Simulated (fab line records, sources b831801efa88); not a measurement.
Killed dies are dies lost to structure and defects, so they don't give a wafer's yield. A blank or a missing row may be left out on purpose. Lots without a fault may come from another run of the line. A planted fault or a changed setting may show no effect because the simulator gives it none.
Chamber matching | flow gf180mcu | GF_V2_CMP_26 on cmp-01: 4 sister chambers
The step polishes, stops on SiO2, t overpolish 15 s, target thk 0 nm. 8 wafers are shown with their chamber, then 8 later ones without.

WAFERS WITH THEIR CHAMBER
wafer  | chamber | motor_current_A (A) | time_to_endpoint_s (s)
L174.5 | 0       | 12.7                | 93
L174.6 | 1       | 11.6                | 86
L176.2 | 3       | 8.4                 | 83
L176.4 | 2       | 12.4                | 83
L176.5 | 2       | 13.1                | 81
L178.2 | 0       | 12.0                | 91
L178.3 | 3       | 8.5                 | 84
L178.4 | 1       | 12.0                | 80

WAFERS WITHOUT THEIR CHAMBER
wafer  | motor_current_A (A) | time_to_endpoint_s (s)
L185.2 | 8.8                 | 82
L185.4 | 12.7                | 78
L185.5 | 8.4                 | 85
L186.1 | 11.9                | 85
L186.4 | 13.1                | 79
L186.6 | 8.9                 | 81
L187.3 | 11.2                | 74
L187.6 | 11.9                | 72

WHICH CHAMBER EACH WENT THROUGH
wafer  | from the rows above     | in truth
L185.2 | 3                       | 3
L185.4 | can't be placed: 2 or 1 | 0
L185.5 | 3                       | 3
L186.1 | can't be placed: 1 or 2 | 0
L186.4 | 2                       | 2
L186.6 | 3                       | 3
L187.3 | can't be placed: 1 or 2 | 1
L187.6 | can't be placed: 1 or 2 | 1
Placed correctly: 4 of 8. Can't be placed from these rows: 4 (the true chamber is among the candidates in 2). Placed wrongly: 0.
How it was worked out, from the rows above alone: a wafer's distance from a chamber is the root of the sum, over the readings, of the square of ((its reading less the chamber's mean) divided by the reading's scatter). The wafer belongs to the nearest chamber; if the next one is less than 2 further off, it can't be placed. A chamber's mean is the mean of its shown wafers. The scatter: the root of (the sum of the squares of (reading less its chamber's mean) over the shown wafers, divided by (wafers less chambers)).
